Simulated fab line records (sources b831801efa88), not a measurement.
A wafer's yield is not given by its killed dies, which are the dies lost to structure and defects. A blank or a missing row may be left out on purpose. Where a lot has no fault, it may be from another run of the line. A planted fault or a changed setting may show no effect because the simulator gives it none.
fab line records + flow gf180mcu
record:
- lots: 7
- wafers: 21
- last-day: 34
route steps=602 shown LVPWELL@64 MVSD@66 MVPSD@78 VT_IMPLANT@90
lots that met no fault: taken from a fault-free run of the same line
start-h: start of the lot's first displayed wafer, in hours after the record's first day + wait-h: hours elapsed since this lot's preceding step + " as in the row above + L1.1+2: one row covering several wafers at once + - no value present, or no start provided + * or withheld: withheld + < > ~ a bound
route shown NAME@n: NAME is a module with steps in the file, n the number in the route of the first one + usual: the fault-free wafers' mean and standard deviation + same: alike in all rows + chamber/n: place in a boat + sites: per-site readings + _std_site: how widely they spread, as a standard deviation + _edge_site: the outer-site mean with the inner-site mean subtracted + radius-mm: for every site, how far away it sits from the centre of the wafer + mask NAME#n: copy n + behind: the tool/chamber that last shaped the wafer + hold: why the lot was held/for how many hours/how that ended + device: whichever transistor did not switch (one of n, p or np) + end of line: the same wafers' tests at the end of the route + a step with no rows: only its recipe + killed: dies lost to structure and defects at the first sort, not the wafer's yield + map: the dies of a wafer, with x for killed, . for not killed, _ for no die there
set.NAME: the setting that was run; set.NAME@STEP: the one run at that earlier step + model.NAME: the simulator's own value behind a step, which no gauge read
a table for each step, a row for each wafer; lots at some steps of the route
services: the hour from which a tool's chamber was out of use, counted from the record's first day as start-h (under 0 if before that day), plus the number of hours and why
== steps ==
step: GF_LVPWELL_STRIP_10
recipe:
- chemistry: O2/N2
- power-w: 1400
- pressure-mtorr: 1500
- platen-temp-c: 250
- o2-flow-sccm: 3000
- n2-flow-sccm: 300
- overash-fraction: 0.5
usual:
- chamber-pressure-mTorr: 1499.8/1.4
- drypump-motor-current-A: 5.8/0.37
- heater-power-w: 330/44
- n2-flow-sccm: 299.9/0.93
- oes-product-au: 0.722/0.0048
- strip-time-to-endpoint-s: 36.98/0.11
| lot.wafer | tool            | chamber | start-h | wait-h | chamber-pressure-mTorr | drypump-motor-current-A | heater-power-w | n2-flow-sccm | oes-product-au | rf-hours-counter-h | strip-time-to-endpoint-s |
|-----------|-----------------|---------|---------|--------|------------------------|-------------------------|----------------|--------------|----------------|--------------------|--------------------------|
| L176.3    | plasma-asher-01 | 1       | 112.48  | 0.1    | 1500.8                 | 5.6                     | 312            | 299.3        | 0.721          | -                  | 36.93                    |
| L176.5    | "               | 0       | "       | "      | 1501.7                 | 6.0                     | 301            | 300.1        | 0.715          | -                  | 36.99                    |
| L176.6    | "               | 1       | "       | "      | 1499.6                 | 5.6                     | 304            | 300.7        | 0.711          | -                  | 36.95                    |
| L186.2    | plasma-asher-02 | 0       | 163.53  | 0.1    | 1502.3                 | 6.1                     | 324            | 300.2        | 0.722          | 5                  | 36.86                    |
| L186.3    | "               | 0       | "       | "      | 1499.6                 | 6.0                     | 316            | 300.9        | 0.717          | -                  | 36.97                    |
| L186.5    | "               | 1       | "       | "      | 1499.7                 | 6.2                     | 323            | 299.7        | 0.728          | -                  | 36.92                    |
| L187.2    | plasma-asher-02 | 0       | 169.88  | 0.1    | 1497.6                 | 6.0                     | 321            | 300.2        | 0.716          | 6                  | 37.05                    |
| L187.5    | "               | 1       | "       | "      | 1500.6                 | 6.2                     | 328            | 299.4        | 0.719          | -                  | 37.01                    |
| L187.6    | "               | 0       | "       | "      | 1499.9                 | 6.1                     | 317            | 299.9        | 0.722          | -                  | 36.89                    |
| L188.1    | plasma-asher-04 | 1       | 177.38  | 0.1    | 1500.5                 | 5.1                     | 310            | 301.7        | 0.725          | 50                 | 36.92                    |
| L188.2    | "               | 0       | "       | "      | 1497.6                 | 5.4                     | 438            | 299.0        | 0.715          | 50                 | 36.82                    |
| L188.3    | "               | 1       | "       | "      | 1499.1                 | 5.1                     | 313            | 299.7        | 0.722          | -                  | 36.87                    |
| L190.3    | plasma-asher-02 | 0       | 189.23  | 0.1    | 1497.9                 | 6.0                     | 320            | 300.5        | 0.723          | -                  | 36.97                    |
| L190.5    | "               | 0       | "       | "      | 1500.0                 | 6.0                     | 318            | 300.1        | 0.712          | -                  | 37.09                    |
| L190.6    | "               | 1       | "       | "      | 1499.5                 | 6.2                     | 332            | 300.8        | 0.727          | -                  | 37.02                    |
| L191.2    | plasma-asher-02 | 0       | 192.00  | 0.1    | 1497.1                 | 6.1                     | 311            | 299.6        | 0.722          | 8                  | 36.99                    |
| L191.4    | "               | 1       | "       | "      | 1502.0                 | 6.2                     | 328            | 299.4        | 0.714          | -                  | 36.98                    |
| L191.6    | "               | 0       | "       | "      | 1501.8                 | 6.1                     | 321            | 300.1        | 0.718          | -                  | 36.91                    |
| L192.1    | plasma-asher-01 | 0       | 197.30  | 0.1    | 1500.1                 | 6.0                     | 293            | 300.2        | 0.729          | 39                 | 36.99                    |
| L192.4    | "               | 1       | "       | "      | 1502.2                 | 5.6                     | 303            | 298.8        | 0.726          | -                  | 36.85                    |
| L192.5    | "               | 0       | "       | "      | 1500.2                 | 6.0                     | 297            | 298.7        | 0.721          | -                  | 36.80                    |
step: GF_LVPWELL_TW_MEAS_11
usual:
- LVPWELL_TW: 556/5.4
| lot.wafer | tool          | chamber | start-h | wait-h | LVPWELL_TW |
|-----------|---------------|---------|---------|--------|------------|
| L176.3    | film-metro-03 | -       | 112.57  | 0.1    | 551        |
| L176.5    | "             | -       | "       | "      | 554        |
| L176.6    | "             | -       | "       | "      | 554        |
| L186.2    | film-metro-01 | -       | 163.64  | 0.1    | 563        |
| L186.3    | "             | -       | "       | "      | 564        |
| L186.5    | "             | -       | "       | "      | 564        |
| L187.2    | film-metro-03 | -       | 169.99  | 0.1    | 551        |
| L187.5    | "             | -       | "       | "      | 552        |
| L187.6    | "             | -       | "       | "      | 553        |
| L188.1    | film-metro-01 | -       | 177.48  | 0.1    | 562        |
| L188.2    | "             | -       | "       | "      | 560        |
| L188.3    | "             | -       | "       | "      | 559        |
| L190.3    | film-metro-02 | -       | 189.32  | 0.1    | 557        |
| L190.5    | "             | -       | "       | "      | 558        |
| L190.6    | "             | -       | "       | "      | 559        |
| L191.2    | film-metro-01 | -       | 192.11  | 0.1    | 561        |
| L191.4    | "             | -       | "       | "      | 564        |
| L191.6    | "             | -       | "       | "      | 562        |
| L192.1    | film-metro-02 | -       | 197.40  | 0.1    | 554        |
| L192.4    | "             | -       | "       | "      | 549        |
| L192.5    | "             | -       | "       | "      | 554        |
step: GF_MVSD_DEHYDRATE_00
recipe:
- temp-c: 200
- time-s: 60
step: GF_MVSD_HMDS_01
recipe:
- prime-time-s: 60
- prime-temp-c: 120
step: GF_MVSD_COAT_02
recipe:
- spin-rpm: 2000
- resist-thk-nm: 3000
step: GF_MVSD_SOFTBAKE_03
recipe:
- temp-c: 110
- time-s: withheld
step: GF_MVSD_EXPOSE_04
recipe:
- mask-id: MVSD
- target-cd-nm: 1000
- na: 0.6
- source-shape: conventional
- sigma-outer: 0.6
- dose-mj: 260
step: GF_MVSD_PEB_05
recipe:
- temp-c: 115
- time-s: withheld
step: GF_MVSD_DEVELOP_06
recipe:
- wall-angle-deg: 90
- develop-time-s: 60
- dev-temp-c: 23
step: GF_MVSD_OVL_MEAS_07
usual:
- MVSD_OVL: -0.2/1.4
| lot.wafer | tool       | chamber | start-h | wait-h | MVSD_OVL[nm] |
|-----------|------------|---------|---------|--------|--------------|
| L176.3    | overlay-01 | -       | 127.33  | -      | -2.4         |
| L176.5    | "          | -       | "       | "      | 0.2          |
| L176.6    | "          | -       | "       | "      | 0.5          |
| L186.2    | overlay-01 | -       | 179.87  | -      | 0.9          |
| L186.3    | "          | -       | "       | "      | 0.3          |
| L186.5    | "          | -       | "       | "      | 2.0          |
| L187.2    | overlay-01 | -       | 186.97  | -      | 3.0          |
| L187.5    | "          | -       | "       | "      | 0.4          |
| L187.6    | "          | -       | "       | "      | 2.1          |
| L188.1    | overlay-02 | -       | 194.29  | -      | -2.7         |
| L188.2    | "          | -       | "       | "      | -0.6         |
| L188.3    | "          | -       | "       | "      | -1.0         |
| L190.3    | overlay-01 | -       | 205.60  | -      | -0.5         |
| L190.5    | "          | -       | "       | "      | -1.4         |
| L190.6    | "          | -       | "       | "      | -1.5         |
| L191.2    | overlay-01 | -       | 207.92  | -      | 1.3          |
| L191.4    | "          | -       | "       | "      | 1.5          |
| L191.6    | "          | -       | "       | "      | 2.2          |
| L192.1    | overlay-02 | -       | 213.89  | -      | 1.0          |
| L192.4    | "          | -       | "       | "      | 0.7          |
| L192.5    | "          | -       | "       | "      | 0.5          |
step: GF_MVSD_IMPLANT_08
recipe:
- species: P
- energy-kev: 408.1
- dose-cm2: 1.6e+13
- tilt-deg: 0
step: GF_MVSD_IMPLANT_09
recipe:
- species: P
- energy-kev: 100
- dose-cm2: 5e+12
- tilt-deg: 0
step: GF_MVSD_STRIP_10
recipe:
- chemistry: O2/N2
- power-w: 1400
- pressure-mtorr: 1500
- platen-temp-c: 250
- o2-flow-sccm: 3000
- n2-flow-sccm: 300
- overash-fraction: 0.5
usual:
- chamber-pressure-mTorr: 1499.7/1.2
- drypump-motor-current-A: 5.7/0.45
- heater-power-w: 332/51
- n2-flow-sccm: 299.9/0.85
- oes-product-au: 0.723/0.0046
- strip-time-to-endpoint-s: 36.96/0.091
| lot.wafer | tool            | chamber | start-h | wait-h | chamber-pressure-mTorr | drypump-motor-current-A | heater-power-w | n2-flow-sccm | oes-product-au | rf-hours-counter-h | strip-time-to-endpoint-s | model.coat_of_MVSD_COAT_02.thk-nm |
|-----------|-----------------|---------|---------|--------|------------------------|-------------------------|----------------|--------------|----------------|--------------------|--------------------------|-----------------------------------|
| L176.3    | plasma-asher-01 | 1       | 127.69  | 0.1    | 1499.7                 | 5.6                     | 317            | 298.6        | 0.724          | -                  | 36.92                    | 0                                 |
| L176.5    | "               | 0       | "       | "      | 1498.4                 | 6.0                     | 302            | 300.1        | 0.718          | -                  | 36.88                    | 0                                 |
| L176.6    | "               | 1       | "       | "      | 1499.2                 | 5.6                     | 311            | 299.3        | 0.716          | -                  | 36.83                    | 0                                 |
| L186.2    | plasma-asher-04 | 1       | 180.20  | 0.1    | -                      | -                       | -              | -            | -              | -                  | -                        | 2995                              |
| L186.3    | "               | 0       | "       | "      | -                      | -                       | -              | -            | -              | -                  | -                        | 2992                              |
| L186.5    | "               | 0       | "       | "      | -                      | -                       | -              | -            | -              | -                  | -                        | 3003                              |
| L187.2    | plasma-asher-03 | 0       | 187.30  | 0.1    | -                      | -                       | -              | -            | -              | -                  | -                        | 3009                              |
| L187.5    | "               | 0       | "       | "      | -                      | -                       | -              | -            | -              | -                  | -                        | 3015                              |
| L187.6    | "               | 1       | "       | "      | -                      | -                       | -              | -            | -              | -                  | -                        | 3015                              |
| L188.1    | plasma-asher-01 | 0       | 194.63  | 0.1    | -                      | -                       | -              | -            | -              | -                  | -                        | 2985                              |
| L188.2    | "               | 1       | "       | "      | -                      | -                       | -              | -            | -              | -                  | -                        | 2993                              |
| L188.3    | "               | 0       | "       | "      | -                      | -                       | -              | -            | -              | -                  | -                        | 2992                              |
| L190.3    | plasma-asher-01 | 0       | 205.96  | 0.1    | 1500.3                 | 6.0                     | 301            | 299.6        | 0.726          | -                  | 36.92                    | 0                                 |
| L190.5    | "               | 0       | "       | "      | 1502.6                 | 6.0                     | 303            | 299.2        | 0.723          | -                  | 36.86                    | 0                                 |
| L190.6    | "               | 1       | "       | "      | 1498.7                 | 5.6                     | 302            | 300.8        | 0.727          | -                  | 37.01                    | 0                                 |
| L191.2    | plasma-asher-04 | 1       | 208.25  | 0.1    | 1497.2                 | 5.1                     | 302            | 299.0        | 0.728          | 52                 | 37.01                    | 0                                 |
| L191.4    | "               | 1       | "       | "      | 1501.4                 | 5.1                     | 298            | 299.5        | 0.735          | -                  | 36.94                    | 0                                 |
| L191.6    | "               | 1       | "       | "      | 1499.9                 | 5.1                     | 306            | 299.2        | 0.724          | -                  | 37.03                    | 0                                 |
| L192.1    | plasma-asher-01 | 1       | 214.23  | 0.1    | 1497.5                 | 5.6                     | 308            | 298.2        | 0.723          | 41                 | 36.90                    | 0                                 |
| L192.4    | "               | 0       | "       | "      | 1500.3                 | 6.0                     | 295            | 299.5        | 0.720          | -                  | 36.94                    | 0                                 |
| L192.5    | "               | 0       | "       | "      | 1500.3                 | 6.0                     | 297            | 299.5        | 0.719          | -                  | 36.90                    | 0                                 |
step: GF_MVSD_TW_MEAS_11
usual:
- MVSD_TW: 1585/18
| lot.wafer | tool          | chamber | start-h | wait-h | MVSD_TW |
|-----------|---------------|---------|---------|--------|---------|
| L176.3    | film-metro-02 | -       | 127.77  | 0.1    | 1577    |
| L176.5    | "             | -       | "       | "      | 1568    |
| L176.6    | "             | -       | "       | "      | 1584    |
| L186.2    | film-metro-01 | -       | 180.31  | 0.1    | 1594    |
| L186.3    | "             | -       | "       | "      | 1586    |
| L186.5    | "             | -       | "       | "      | 1589    |
| L187.2    | film-metro-01 | -       | 187.41  | 0.1    | 1594    |
| L187.5    | "             | -       | "       | "      | 1586    |
| L187.6    | "             | -       | "       | "      | 1588    |
| L188.1    | film-metro-01 | -       | 194.73  | 0.1    | 1599    |
| L188.2    | "             | -       | "       | "      | 1598    |
| L188.3    | "             | -       | "       | "      | 1603    |
| L190.3    | film-metro-02 | -       | 206.05  | 0.1    | 1567    |
| L190.5    | "             | -       | "       | "      | 1565    |
| L190.6    | "             | -       | "       | "      | 1573    |
| L191.2    | film-metro-01 | -       | 208.36  | 0.1    | 1592    |
| L191.4    | "             | -       | "       | "      | 1597    |
| L191.6    | "             | -       | "       | "      | 1595    |
| L192.1    | film-metro-01 | -       | 214.33  | 0.1    | 1596    |
| L192.4    | "             | -       | "       | "      | 1594    |
| L192.5    | "             | -       | "       | "      | 1599    |
step: GF_MVPSD_DEHYDRATE_00
recipe:
- temp-c: 200
- time-s: 60
step: GF_MVPSD_HMDS_01
recipe:
- prime-time-s: 60
- prime-temp-c: 120
step: GF_MVPSD_COAT_02
recipe:
- spin-rpm: 2000
- resist-thk-nm: 3000
step: GF_MVPSD_SOFTBAKE_03
recipe:
- temp-c: 110
- time-s: withheld
step: GF_MVPSD_EXPOSE_04
recipe:
- mask-id: MVPSD
- target-cd-nm: 1000
- na: 0.6
- source-shape: conventional
- sigma-outer: 0.6
- dose-mj: 260
step: GF_MVPSD_PEB_05
recipe:
- temp-c: 115
- time-s: withheld
step: GF_MVPSD_DEVELOP_06
recipe:
- wall-angle-deg: 90
- develop-time-s: 60
- dev-temp-c: 23
step: GF_MVPSD_OVL_MEAS_07
usual:
- MVPSD_OVL: 0.6/1.4
| lot.wafer | tool       | chamber | start-h | wait-h | MVPSD_OVL[nm] |
|-----------|------------|---------|---------|--------|---------------|
| L176.3    | overlay-01 | -       | 143.38  | -      | 1.4           |
| L176.5    | "          | -       | "       | "      | 1.9           |
| L176.6    | "          | -       | "       | "      | -1.2          |
| L186.2    | overlay-01 | -       | 196.50  | -      | 0.7           |
| L186.3    | "          | -       | "       | "      | 0.0           |
| L186.5    | "          | -       | "       | "      | -0.1          |
| L187.2    | overlay-02 | -       | 204.00  | -      | 0.1           |
| L187.5    | "          | -       | "       | "      | 1.9           |
| L187.6    | "          | -       | "       | "      | 0.0           |
| L188.1    | overlay-02 | -       | 211.09  | -      | 0.9           |
| L188.2    | "          | -       | "       | "      | 1.7           |
| L188.3    | "          | -       | "       | "      | 2.9           |
| L190.3    | overlay-01 | -       | 224.45  | -      | 0.0           |
| L190.5    | "          | -       | "       | "      | -2.2          |
| L190.6    | "          | -       | "       | "      | -0.8          |
| L191.2    | overlay-01 | -       | 226.00  | -      | 0.6           |
| L191.4    | "          | -       | "       | "      | 2.2           |
| L191.6    | "          | -       | "       | "      | 0.5           |
| L192.1    | overlay-01 | -       | 232.64  | -      | 0.2           |
| L192.4    | "          | -       | "       | "      | -1.9          |
| L192.5    | "          | -       | "       | "      | -2.3          |
step: GF_MVPSD_IMPLANT_08
recipe:
- species: B
- energy-kev: 170
- dose-cm2: 1.5e+13
- tilt-deg: 0
step: GF_MVPSD_IMPLANT_09
recipe:
- species: B
- energy-kev: 40
- dose-cm2: 5e+12
- tilt-deg: 0
step: GF_MVPSD_STRIP_10
recipe:
- chemistry: O2/N2
- power-w: 1400
- pressure-mtorr: 1500
- platen-temp-c: 250
- o2-flow-sccm: 3000
- n2-flow-sccm: 300
- overash-fraction: 0.5
usual:
- chamber-pressure-mTorr: 1500.1/1.3
- drypump-motor-current-A: 5.9/0.49
- heater-power-w: 331/41
- n2-flow-sccm: 300.0/0.87
- oes-product-au: 0.722/0.0045
- strip-time-to-endpoint-s: 36.96/0.11
| lot.wafer | tool            | chamber | start-h | wait-h | chamber-pressure-mTorr | drypump-motor-current-A | heater-power-w | n2-flow-sccm | oes-product-au | rf-hours-counter-h | strip-time-to-endpoint-s |
|-----------|-----------------|---------|---------|--------|------------------------|-------------------------|----------------|--------------|----------------|--------------------|--------------------------|
| L176.3    | plasma-asher-02 | 1       | 143.74  | 0.1    | 1501.1                 | 6.2                     | 336            | 299.7        | 0.721          | -                  | 36.86                    |
| L176.5    | "               | 1       | "       | "      | 1498.9                 | 6.2                     | 320            | 300.1        | 0.724          | -                  | 36.86                    |
| L176.6    | "               | 0       | "       | "      | 1502.6                 | 6.0                     | 313            | 300.5        | 0.729          | -                  | 36.89                    |
| L186.2    | plasma-asher-02 | 0       | 196.92  | 0.2    | 1502.2                 | 6.0                     | 319            | 301.7        | 0.732          | 9                  | 80.95                    |
| L186.3    | "               | 0       | "       | "      | 1499.8                 | 6.1                     | 311            | 301.1        | 0.739          | -                  | 80.83                    |
| L186.5    | "               | 1       | "       | "      | 1497.7                 | 6.2                     | 322            | 298.3        | 0.733          | -                  | 80.96                    |
| L187.2    | plasma-asher-04 | 0       | 204.33  | 0.1    | 1499.8                 | 5.4                     | 430            | 299.2        | 0.741          | 51                 | 81.45                    |
| L187.5    | "               | 0       | "       | "      | 1501.2                 | 5.4                     | 426            | 299.7        | 0.727          | -                  | 81.46                    |
| L187.6    | "               | 1       | "       | "      | 1498.9                 | 5.2                     | 314            | 300.0        | 0.740          | -                  | 81.52                    |
| L188.1    | plasma-asher-04 | 0       | 211.43  | 0.1    | 1498.3                 | 5.4                     | 432            | 300.3        | 0.733          | 52                 | 80.99                    |
| L188.2    | "               | 1       | "       | "      | 1499.6                 | 5.1                     | 308            | 300.8        | 0.740          | 52                 | 81.08                    |
| L188.3    | "               | 1       | "       | "      | 1499.4                 | 5.1                     | 309            | 301.2        | 0.740          | -                  | 81.05                    |
| L190.3    | plasma-asher-03 | 0       | 224.81  | 0.1    | 1496.3                 | 6.6                     | 292            | 300.3        | 0.722          | -                  | 36.86                    |
| L190.5    | "               | 0       | "       | "      | 1499.7                 | 6.6                     | 294            | 301.1        | 0.720          | -                  | 36.90                    |
| L190.6    | "               | 1       | "       | "      | 1501.8                 | 5.5                     | 347            | 300.7        | 0.723          | -                  | 36.86                    |
| L191.2    | plasma-asher-02 | 0       | 226.33  | 0.1    | 1498.3                 | 6.0                     | 322            | 299.3        | 0.718          | 12                 | 37.03                    |
| L191.4    | "               | 1       | "       | "      | 1498.0                 | 6.2                     | 327            | 299.4        | 0.724          | -                  | 37.09                    |
| L191.6    | "               | 0       | "       | "      | 1498.2                 | 6.1                     | 314            | 299.2        | 0.732          | -                  | 37.08                    |
| L192.1    | plasma-asher-03 | 1       | 232.98  | 0.1    | 1499.9                 | 5.5                     | 348            | 299.8        | 0.727          | 61                 | 36.90                    |
| L192.4    | "               | 1       | "       | "      | 1498.8                 | 5.5                     | 344            | 300.2        | 0.722          | -                  | 36.95                    |
| L192.5    | "               | 0       | "       | "      | 1501.9                 | 6.6                     | 291            | 299.7        | 0.719          | -                  | 37.01                    |
step: GF_MVPSD_TW_MEAS_11
usual:
- MVPSD_TW: 551/5.6
| lot.wafer | tool          | chamber | start-h | wait-h | MVPSD_TW |
|-----------|---------------|---------|---------|--------|----------|
| L176.3    | film-metro-03 | -       | 143.82  | 0.1    | 546      |
| L176.5    | "             | -       | "       | "      | 549      |
| L176.6    | "             | -       | "       | "      | 543      |
| L186.2    | film-metro-02 | -       | 197.03  | 0.1    | 30       |
| L186.3    | "             | -       | "       | "      | 30       |
| L186.5    | "             | -       | "       | "      | 30       |
| L187.2    | film-metro-02 | -       | 204.44  | 0.1    | 30       |
| L187.5    | "             | -       | "       | "      | 30       |
| L187.6    | "             | -       | "       | "      | 30       |
| L188.1    | film-metro-03 | -       | 211.53  | 0.1    | 30       |
| L188.2    | "             | -       | "       | "      | 29       |
| L188.3    | "             | -       | "       | "      | 30       |
| L190.3    | film-metro-02 | -       | 224.90  | 0.1    | 549      |
| L190.5    | "             | -       | "       | "      | 553      |
| L190.6    | "             | -       | "       | "      | 552      |
| L191.2    | film-metro-02 | -       | 226.44  | 0.1    | 550      |
| L191.4    | "             | -       | "       | "      | 551      |
| L191.6    | "             | -       | "       | "      | 550      |
| L192.1    | film-metro-03 | -       | 233.08  | 0.1    | 545      |
| L192.4    | "             | -       | "       | "      | 545      |
| L192.5    | "             | -       | "       | "      | 542      |
step: GF_VT_IMPLANT_DEHYDRATE_00
recipe:
- temp-c: 200
- time-s: 60
== services ==
| tool            | chamber | start-h | hours | kind       |
|-----------------|---------|---------|-------|------------|
| plasma-asher-01 | -       | 99.63   | 1.3   | repair     |
| plasma-asher-02 | -       | 108.75  | 9.0   | pm         |
| plasma-asher-02 | 0       | 108.75  | 9.0   | vent-cycle |
| plasma-asher-02 | 1       | 108.75  | 9.0   | vent-cycle |
| plasma-asher-02 | 0       | 117.75  | -     | clean      |
| plasma-asher-02 | 1       | 117.75  | -     | clean      |
| plasma-asher-04 | -       | 157.13  | 12.0  | repair     |
| plasma-asher-04 | -       | 187.13  | 13.8  | repair     |
| plasma-asher-03 | -       | 195.62  | 3.1   | repair     |
== key ==
first-sign:
- step: GF_MVSD_STRIP_10
- reading: tool-record
- direction: missing
effect:
- step: GF_MVPSD_STRIP_10
- reading: strip-time-to-endpoint-s
- direction: up
- sigmas: 99+
- usual: *
- struck: *
effect:
- step: GF_MVPSD_TW_MEAS_11
- reading: MVPSD_TW
- direction: down
- sigmas: 94
- usual: 551
- struck: 30
model-effect:
- step: GF_MVSD_STRIP_10
- value: coat_of_MVSD_COAT_02.thk-nm
- without: 0
- struck: 3000
met-at GF_MVSD_STRIP_10
struck-wafers L186.2,L186.3,L186.5,L187.2,L187.5,L187.6,L188.1,L188.2,L188.3
sort-left-out L186.2,L186.3,L186.5,L187.2,L187.5,L187.6,L188.1,L188.2,L188.3
tester-left-out L186,L187,L188
onset-between 127.69 180.20
fault:
- kind: skipped-step-whole
- tool: plasma-asher-01,plasma-asher-03,plasma-asher-04
- chamber: -
- onset-h: 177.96
- steps: GF_MVSD_STRIP_10
- scope: struck-lots-only
tester-left-out: of these lots the tester's yield and bins aren't shown, on N5 and GAA mostly nor the transistor test; their killed dies are dies lost to structure and defects alone, not to doping, threshold or leakage, so they don't give the yield
sort-left-out: the simulated sort isn't trusted on such a fault, so these wafers' sort isn't shown, and their yield isn't known
